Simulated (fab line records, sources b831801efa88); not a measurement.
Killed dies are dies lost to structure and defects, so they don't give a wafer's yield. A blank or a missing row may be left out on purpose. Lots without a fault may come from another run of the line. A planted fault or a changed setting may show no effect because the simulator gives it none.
A struck lot beside a sound one | flow sfq_line | 37 steps out of a route of 325
Sound: wafers L787.4, L787.5, L787.6. Struck: wafers L796.2, L796.6. (L796.4 of the same lot was not struck and is left out.) The cause comes at the end.
At each step with rows: each side's tool, then ch and its chambers, then its first start. Under that, the readings that differ: sound wafers | struck wafers | difference of the means | sigmas: that difference in standard deviations of wafers without a fault.
alike: readings whose means differ by less than 2 such deviations, and words and numbers that are the same on both sides. not compared: withheld readings, readings that some wafer has no value for, bounds like >300 that may hide the same value, and numbers for which the record gives no deviation and whose values overlap.
The two part at a step that has a row with sigmas, a row that says differs or no value, or rows on one side only. Numbers that don't overlap but have no deviation are shown without sigmas and don't part them. A reading that every wafer of one side lacks parts them only if that side has two wafers or more.

SFQ_R5_THK_MEAS_934: measures by xrf.
  sound on film_metro-02, day 46 12:26; struck on film_metro-02, day 55 08:59
  alike: R5_MONX_THK
then, 6 steps without rows for these wafers: SFQ_TRILAYER_R5_LITHO_COAT_141 (resist thk 62 nm); SFQ_TRILAYER_R5_LITHO_COAT_136 (resist thk 600 nm); SFQ_TRILAYER_R5_LITHO_SOFTBAKE_140; SFQ_TRILAYER_R5_LITHO_EXPOSE_137 (exposes mask R5, target cd 500 nm); SFQ_TRILAYER_R5_LITHO_PEB_139 (peb time 60 s); SFQ_TRILAYER_R5_LITHO_DEVELOP_138 (time 60 s).
-- the record jumps here: 5 days lie between the struck wafers' starts before and after --
SFQ_R5_OVL_MEAS_935:
  sound on overlay-01, day 50 18:42; struck on overlay-02, day 60 14:20
  alike: R5_OVL
then, 1 step without rows for these wafers: SFQ_TRILAYER_R5_BARC_OPEN_METAL_ETCH_177 (etches BARC in O2, target depth 125 nm, time 41.7 s).
SFQ_TRILAYER_R5_ETCH_METAL_ETCH_139: etches the open film in Cl2, stops on SiO2, target depth 60 nm, time 40 s.
  sound on rie_metal-03 ch 0,1, day 50 18:48; struck on rie_metal-03 ch 0,1, day 60 14:26
  alike: drypump_motor_current_A, oes_product_au
  not compared: rf_hours_counter_h
SFQ_TRILAYER_R5_STRIP_STRIP_140: strips in O2.
  sound on rie_metal-03 ch 0,1, day 50 19:02; struck on rie_metal-03 ch 0,1, day 60 14:29
  alike: drypump_motor_current_A, oes_product_au
  not compared: rf_hours_counter_h
then, 1 step without rows for these wafers: SFQ_TRILAYER_R5_STRIP_SOLV_CLEAN_141 (cleans in NMP, time 600 s).
SFQ_TRILAYER_A5C_DEP_PECVD_142: deposits SiO2 from SiH4/N2O, time 15.556 s, target thk 70 nm.
  sound on pecvd-02 ch 0,1,2, day 50 19:38; struck on pecvd-02 ch 2, day 60 15:16
  reading                                              | sound             | struck      | difference | sigmas
  model.SiO2_of_TRILAYER_A5C_DEP_PECVD_142.thk_nm (nm) | 70.85 71.13 71.61 | 50.58 50.46 | -20.68     |
  alike: heater_power_w, throttle_valve_pct
then, 6 steps without rows for these wafers: SFQ_TRILAYER_I5_LITHO_COAT_149 (resist thk 62 nm); SFQ_TRILAYER_I5_LITHO_COAT_144 (resist thk 650 nm); SFQ_TRILAYER_I5_LITHO_SOFTBAKE_148; SFQ_TRILAYER_I5_LITHO_EXPOSE_145 (exposes mask I5, target cd 700 nm); SFQ_TRILAYER_I5_LITHO_PEB_147 (peb time 60 s); SFQ_TRILAYER_I5_LITHO_DEVELOP_146 (time 60 s).
SFQ_I5_OVL_MEAS_936:
  sound on overlay-02, day 51 01:39; struck on overlay-01, day 60 21:13
  alike: I5_OVL
SFQ_TRILAYER_I5_BARC_OPEN_VIA_ETCH_200: etches BARC in O2, target depth 125 nm, time 41.7 s.
  sound on rie_diel-03 ch 0,1,2, day 51 01:40; struck on rie_diel-04 ch 0,3, day 60 21:14
  alike: drypump_motor_current_A, oes_product_au
  not compared: rf_hours_counter_h
SFQ_TRILAYER_I5_ETCH_VIA_ETCH_147: etches the open film in CHF3, stops on Nb, target depth 360 nm.
  sound on rie_diel-03 ch 0,1,2, day 51 01:43; struck on rie_diel-04 ch 0,3, day 60 21:17
  alike: drypump_motor_current_A, oes_product_au
then, 8 steps without rows for these wafers: SFQ_TRILAYER_I5_STRIP_STRIP_148 (strips in O2); SFQ_TRILAYER_I5_STRIP_SOLV_CLEAN_149 (cleans in NMP, time 600 s); SFQ_TRILAYER_C5_LITHO_COAT_156 (resist thk 62 nm); SFQ_TRILAYER_C5_LITHO_COAT_151 (resist thk 650 nm); SFQ_TRILAYER_C5_LITHO_SOFTBAKE_155; SFQ_TRILAYER_C5_LITHO_EXPOSE_152 (exposes mask C5, target cd 500 nm); SFQ_TRILAYER_C5_LITHO_PEB_154 (peb time 60 s); SFQ_TRILAYER_C5_LITHO_DEVELOP_153 (time 60 s).
SFQ_C5_OVL_MEAS_937:
  sound on overlay-02, day 56 07:21; struck on overlay-01, day 61 01:04
  alike: C5_OVL
SFQ_TRILAYER_C5_BARC_OPEN_VIA_ETCH_210: etches BARC in O2, target depth 125 nm, time 41.7 s.
  sound on rie_diel-03 ch 0,1,3, day 56 07:22; struck on rie_diel-02 ch 0,2, day 61 01:05
  alike: drypump_motor_current_A, oes_product_au
  not compared: rf_hours_counter_h
SFQ_TRILAYER_C5_ETCH_VIA_ETCH_154: etches SiO2 in CHF3, stops on Nb, target depth 84 nm.
  sound on rie_diel-03 ch 0,1,3, day 56 07:25; struck on rie_diel-02 ch 0,2, day 61 01:08
  reading                        | sound             | struck      | difference | sigmas
  oes_product_au (a.u.)          | 0.903 0.903 0.908 | 0.742 0.752 | -0.158     | -19
  model.C5.feature_depth_nm (nm) | 70.85 71.13 71.61 | 50.58 50.46 | -20.68     |
  model.etch.depth_nm (nm)       | 70.85 71.13 71.61 | 50.58 50.46 | -20.68     |
  alike: drypump_motor_current_A
then, 2 steps without rows for these wafers: SFQ_TRILAYER_C5_STRIP_STRIP_155 (strips in O2); SFQ_TRILAYER_C5_STRIP_SOLV_CLEAN_156 (cleans in NMP, time 600 s).
SFQ_TRILAYER_M6_DEP_PRE_CLEAN_158: time 22.5 s.
  sound on pvd_sputter-03, day 56 08:14; struck on pvd_sputter-05, day 61 01:58
  reading                                              | sound             | struck      | difference | sigmas
  model.SiO2_of_TRILAYER_A5C_DEP_PECVD_142.thk_nm (nm) | 63.35 63.63 64.11 | 43.08 42.97 | -20.67     |
then, 1 step without rows for these wafers: SFQ_TRILAYER_M6_DEP_SPUTTER_157 (material Nb, target thk 200 nm, time 133.3 s).

WHERE THEY PART
Only at SFQ_TRILAYER_C5_ETCH_VIA_ETCH_154, within this record.

WHY: what the simulator had put in
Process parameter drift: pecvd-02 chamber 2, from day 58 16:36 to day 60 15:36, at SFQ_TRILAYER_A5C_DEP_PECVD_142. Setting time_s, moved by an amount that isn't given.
